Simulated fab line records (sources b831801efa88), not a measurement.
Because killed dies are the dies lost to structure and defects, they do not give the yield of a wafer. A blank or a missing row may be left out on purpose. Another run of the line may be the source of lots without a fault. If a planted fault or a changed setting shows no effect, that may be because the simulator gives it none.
Which of the tools did it? || flow sky130 || 33 wafers from 11 lots sampled at 4 of the route's 708 steps

== WHAT THE GAUGES SHOWED, per wafer ==
SKY_SONOS_ONO_THK_MEAS_03.
{"lot": "L963", "measured": "day 11 17:19", "on": "filmMetro-02", "SONOS_ONO_CVD_02_THK (nm)": "10.32 10.46 10.24"}
{"lot": "L964", "measured": "day 12 01:52", "on": "filmMetro-03", "SONOS_ONO_CVD_02_THK (nm)": "10.30 10.38 10.41"}
{"lot": "L965", "measured": "day 12 09:11", "on": "filmMetro-03", "SONOS_ONO_CVD_02_THK (nm)": "10.56 10.66 10.56"}
{"lot": "L968", "measured": "day 13 08:20", "on": "filmMetro-02", "SONOS_ONO_CVD_02_THK (nm)": "10.60 10.70 10.75"}
{"lot": "L969", "measured": "day 13 21:32", "on": "filmMetro-02", "SONOS_ONO_CVD_02_THK (nm)": "10.62 10.61 10.62"}
{"lot": "L970", "measured": "day 14 05:58", "on": "filmMetro-01", "SONOS_ONO_CVD_02_THK (nm)": "10.48 10.51 10.59"}
{"lot": "L971", "measured": "day 14 20:11", "on": "filmMetro-02", "SONOS_ONO_CVD_02_THK (nm)": "10.67 10.68 10.60"}
{"lot": "L972", "measured": "day 14 20:11", "on": "filmMetro-03", "SONOS_ONO_CVD_02_THK (nm)": "10.36 10.40 10.50"}
{"lot": "L981", "measured": "day 18 04:28", "on": "filmMetro-01", "SONOS_ONO_CVD_02_THK (nm)": "12.29 12.66 12.60"}
{"lot": "L982", "measured": "day 18 07:48", "on": "filmMetro-03", "SONOS_ONO_CVD_02_THK (nm)": "11.28 11.68 12.09"}
{"lot": "L983", "measured": "day 18 12:09", "on": "filmMetro-03", "SONOS_ONO_CVD_02_THK (nm)": "12.52 12.82 12.34"}

SKY_METAL1_OVL_MEAS_16.
{"lot": "L963", "measured": "day 33 00:04", "on": "overlay-02", "METAL1_OVL (nm)": "7 1 2"}
{"lot": "L964", "measured": "day 33 08:25", "on": "overlay-02", "METAL1_OVL (nm)": "3 2 -7"}
{"lot": "L965", "measured": "day 33 14:28", "on": "overlay-02", "METAL1_OVL (nm)": "-1 4 -4"}
{"lot": "L968", "measured": "day 34 13:31", "on": "overlay-01", "METAL1_OVL (nm)": "6 6 -1"}
{"lot": "L969", "measured": "day 35 06:31", "on": "overlay-02", "METAL1_OVL (nm)": "10 7 5"}
{"lot": "L970", "measured": "day 35 12:16", "on": "overlay-01", "METAL1_OVL (nm)": "7 2 14"}
{"lot": "L971", "measured": "day 36 04:37", "on": "overlay-02", "METAL1_OVL (nm)": "8 6 11"}
{"lot": "L972", "measured": "day 36 03:41", "on": "overlay-01", "METAL1_OVL (nm)": "5 -2 1"}
{"lot": "L981", "measured": "day 39 02:04", "on": "overlay-02", "METAL1_OVL (nm)": "11 3 15"}
{"lot": "L982", "measured": "day 39 03:14", "on": "overlay-01", "METAL1_OVL (nm)": "5 9 7"}
{"lot": "L983", "measured": "day 39 07:01", "on": "overlay-01", "METAL1_OVL (nm)": "4 4 6"}

== EACH LOT AND THE TOOL THAT RAN IT (in order: tool; ch and the chambers of the sampled wafers; start) ==
{"lot": "L963", "SKY_SONOS_ONO_CVD_02": "lpcvd-02 ch 1, day 11 16:15", "SKY_SONOS_ONO_ETCH_15": "rieDiel-02 ch 0,1,3, day 12 17:42"}
{"lot": "L964", "SKY_SONOS_ONO_CVD_02": "lpcvd-02 ch 1, day 12 00:49", "SKY_SONOS_ONO_ETCH_15": "rieDiel-03 ch 1,2, day 13 04:03"}
{"lot": "L965", "SKY_SONOS_ONO_CVD_02": "lpcvd-02 ch 1, day 12 08:08", "SKY_SONOS_ONO_ETCH_15": "rieDiel-02 ch 1,2, day 13 10:51"}
{"lot": "L968", "SKY_SONOS_ONO_CVD_02": "lpcvd-02 ch 1, day 13 07:17", "SKY_SONOS_ONO_ETCH_15": "rieDiel-01 ch 1,3, day 14 11:51"}
{"lot": "L969", "SKY_SONOS_ONO_CVD_02": "lpcvd-02 ch 1, day 13 20:29", "SKY_SONOS_ONO_ETCH_15": "rieDiel-03 ch 0,1,3, day 15 01:21"}
{"lot": "L970", "SKY_SONOS_ONO_CVD_02": "lpcvd-02 ch 0, day 14 04:55", "SKY_SONOS_ONO_ETCH_15": "rieDiel-01 ch 0,3, day 15 08:30"}
{"lot": "L971", "SKY_SONOS_ONO_CVD_02": "lpcvd-02 ch 1, day 14 19:06", "SKY_SONOS_ONO_ETCH_15": "rieDiel-01 ch 0,1,3, day 16 02:33"}
{"lot": "L972", "SKY_SONOS_ONO_CVD_02": "lpcvd-02 ch 0, day 14 19:06", "SKY_SONOS_ONO_ETCH_15": "rieDiel-03 ch 0,2,3, day 16 01:15"}
{"lot": "L981", "SKY_SONOS_ONO_CVD_02": "lpcvd-02 ch 0, day 18 03:25", "SKY_SONOS_ONO_ETCH_15": "rieDiel-01 ch 0,1,3, day 19 11:42"}
{"lot": "L982", "SKY_SONOS_ONO_CVD_02": "lpcvd-02 ch 0, day 18 06:43", "SKY_SONOS_ONO_ETCH_15": "rieDiel-01 ch 1,2,3, day 19 15:15"}
{"lot": "L983", "SKY_SONOS_ONO_CVD_02": "lpcvd-02 ch 0, day 18 11:05", "SKY_SONOS_ONO_ETCH_15": "rieDiel-03 ch 1,3, day 19 19:56"}
- SKY_SONOS_ONO_CVD_02: deposits Si3N4 from DCS/NH3, target thk 10.5 nm, time 180 s.
- SKY_SONOS_ONO_ETCH_15: etches the open film in CHF3/O2, target depth 19.52 nm, time 7.8 s.

== AS READ BY THE TOOLS THEMSELVES (means over the sampled wafers that have a number; for cases with no such wafer, the mark the record gives instead) ==
SKY_SONOS_ONO_CVD_02.
{"lot": "L963", "tool": "lpcvd-02", "spikeTcCentreC (C)": 771.4, "spikeTcLowerC (C)": 770.5, "spikeTcUpperC (C)": 768.9, "susceptorTempC (C)": 770.0, "zonePowerCentrePct (%)": 12.9, "zonePowerUpperPct (%)": 12.14}
{"lot": "L964", "tool": "lpcvd-02", "spikeTcCentreC (C)": 772.3, "spikeTcLowerC (C)": 771.4, "spikeTcUpperC (C)": 768.7, "susceptorTempC (C)": 770.1, "zonePowerCentrePct (%)": 13.0, "zonePowerUpperPct (%)": 12.32}
{"lot": "L965", "tool": "lpcvd-02", "spikeTcCentreC (C)": 771.6, "spikeTcLowerC (C)": 770.8, "spikeTcUpperC (C)": 768.8, "susceptorTempC (C)": 769.9, "zonePowerCentrePct (%)": 13.0, "zonePowerUpperPct (%)": 12.40}
{"lot": "L968", "tool": "lpcvd-02", "spikeTcCentreC (C)": 772.7, "spikeTcLowerC (C)": 771.7, "spikeTcUpperC (C)": 769.3, "susceptorTempC (C)": 769.9, "zonePowerCentrePct (%)": 12.9, "zonePowerUpperPct (%)": 12.26}
{"lot": "L969", "tool": "lpcvd-02", "spikeTcCentreC (C)": 771.8, "spikeTcLowerC (C)": 770.7, "spikeTcUpperC (C)": 770.1, "susceptorTempC (C)": 770.3, "zonePowerCentrePct (%)": 13.0, "zonePowerUpperPct (%)": 12.31}
{"lot": "L970", "tool": "lpcvd-02", "spikeTcCentreC (C)": 769.5, "spikeTcLowerC (C)": 768.7, "spikeTcUpperC (C)": 770.1, "susceptorTempC (C)": 770.1, "zonePowerCentrePct (%)": 15.4, "zonePowerUpperPct (%)": 12.68}
{"lot": "L971", "tool": "lpcvd-02", "spikeTcCentreC (C)": 771.5, "spikeTcLowerC (C)": 772.1, "spikeTcUpperC (C)": 769.5, "susceptorTempC (C)": 770.1, "zonePowerCentrePct (%)": 13.0, "zonePowerUpperPct (%)": 12.23}
{"lot": "L972", "tool": "lpcvd-02", "spikeTcCentreC (C)": 769.8, "spikeTcLowerC (C)": 768.5, "spikeTcUpperC (C)": 769.4, "susceptorTempC (C)": 770.5, "zonePowerCentrePct (%)": 15.4, "zonePowerUpperPct (%)": 12.83}
{"lot": "L981", "tool": "lpcvd-02", "spikeTcCentreC (C)": 792.6, "spikeTcLowerC (C)": 766.2, "spikeTcUpperC (C)": 766.2, "susceptorTempC (C)": 769.7, "zonePowerCentrePct (%)": 22.4, "zonePowerUpperPct (%)": 9.72}
{"lot": "L982", "tool": "lpcvd-02", "spikeTcCentreC (C)": 792.7, "spikeTcLowerC (C)": 765.4, "spikeTcUpperC (C)": 766.1, "susceptorTempC (C)": 769.8, "zonePowerCentrePct (%)": 22.1, "zonePowerUpperPct (%)": 9.71}
{"lot": "L983", "tool": "lpcvd-02", "spikeTcCentreC (C)": 792.9, "spikeTcLowerC (C)": 766.5, "spikeTcUpperC (C)": 766.4, "susceptorTempC (C)": 770.1, "zonePowerCentrePct (%)": 22.2, "zonePowerUpperPct (%)": 9.76}

SKY_SONOS_ONO_ETCH_15.
{"lot": "L963", "tool": "rieDiel-02", "biasW (W)": 200.1, "drypumpMotorCurrentA (A)": 5.8, "oesProductAu (a.u.)": 1.014, "throttleValvePct (%)": 8.834}
{"lot": "L964", "tool": "rieDiel-03", "biasW (W)": 200.3, "drypumpMotorCurrentA (A)": 5.7, "oesProductAu (a.u.)": 0.990, "throttleValvePct (%)": 8.821}
{"lot": "L965", "tool": "rieDiel-02", "biasW (W)": 199.9, "drypumpMotorCurrentA (A)": 5.9, "oesProductAu (a.u.)": 1.017, "throttleValvePct (%)": 8.830}
{"lot": "L968", "tool": "rieDiel-01", "biasW (W)": 200.5, "drypumpMotorCurrentA (A)": 5.1, "oesProductAu (a.u.)": 1.010, "throttleValvePct (%)": 8.832}
{"lot": "L969", "tool": "rieDiel-03", "biasW (W)": 200.0, "drypumpMotorCurrentA (A)": 5.7, "oesProductAu (a.u.)": 0.990, "throttleValvePct (%)": 8.810}
{"lot": "L970", "tool": "rieDiel-01", "biasW (W)": 199.9, "drypumpMotorCurrentA (A)": 5.8, "oesProductAu (a.u.)": 1.011, "throttleValvePct (%)": 8.825}
{"lot": "L971", "tool": "rieDiel-01", "biasW (W)": 199.9, "drypumpMotorCurrentA (A)": 5.6, "oesProductAu (a.u.)": 1.003, "throttleValvePct (%)": 8.829}
{"lot": "L972", "tool": "rieDiel-03", "biasW (W)": 199.8, "drypumpMotorCurrentA (A)": 5.6, "oesProductAu (a.u.)": 0.992, "throttleValvePct (%)": 8.818}
{"lot": "L981", "tool": "rieDiel-01", "biasW (W)": 199.9, "drypumpMotorCurrentA (A)": 5.6, "oesProductAu (a.u.)": 0.997, "throttleValvePct (%)": 8.834}
{"lot": "L982", "tool": "rieDiel-01", "biasW (W)": 200.0, "drypumpMotorCurrentA (A)": 5.3, "oesProductAu (a.u.)": 1.002, "throttleValvePct (%)": 8.831}
{"lot": "L983", "tool": "rieDiel-03", "biasW (W)": 199.7, "drypumpMotorCurrentA (A)": 5.7, "oesProductAu (a.u.)": 0.973, "throttleValvePct (%)": 8.818}

== THE ANSWER, worked out from the rows above alone ==
Rule: what is usual is taken from the lots themselves. The widest of any qualifying gaps counts: lots, ordered by their means at a reading, are off when they make up no more than a third of the lots, leave a main group of 4 or more, and stand apart from it by 3 or more times the standard deviation of that group's means. If all means in a main group match to the digits the tables above print for the reading, that group is not used. Also off: a lot with no number at a reading for which 4 or more lots have one. The other lots that the step has rows for count as sound. After the gauges, taken in route order, come the tools' own readings; for these a lot's mean is taken, as printed above. At the first step where some lot is off, the reading lying furthest off is the one used; lots without a number count as furthest.
Off: L981, L982, L983, at SKY_SONOS_ONO_THK_MEAS_03 (SONOS_ONO_CVD_02_THK). Mean 10.52 nm and standard deviation 0.13 in the main group.
If a tool, at a process step before that reading, ran all the lots that are off and no sound lot after the first of them, it fits. Not tried: the gauges at SKY_SONOS_ONO_THK_MEAS_03; whatever is off there is also off at SKY_SONOS_ONO_CVD_02, on other tools, and gauge error can't account for it. One fits: SKY_SONOS_ONO_CVD_02 on lpcvd-02. Its last sound lot is L971 (day 14 19:06), its first lot that is off L981 (day 18 03:25): a fault that began between those two fits.
The tool's own readings at SKY_SONOS_ONO_CVD_02 bear it out: on the lots that are off they differ by more than 5 times the standard deviation of the sound lots' means. spikeTcCentreC reads 792.7 C there against 771.3 C on the sound lots; spikeTcUpperC reads 766.2 C there against 769.4 C on the sound lots; zonePowerCentrePct reads 22.2 % there against 13.6 % on the sound lots; zonePowerUpperPct reads 9.73 % there against 12.40 % on the sound lots.

== WHAT THE SIMULATOR HAD PUT IN ==
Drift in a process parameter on lpcvd-02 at SKY_SONOS_ONO_CVD_02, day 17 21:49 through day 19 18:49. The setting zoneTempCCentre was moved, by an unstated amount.
Lots struck among those shown: L981, L982, L983. The rule above found the same.
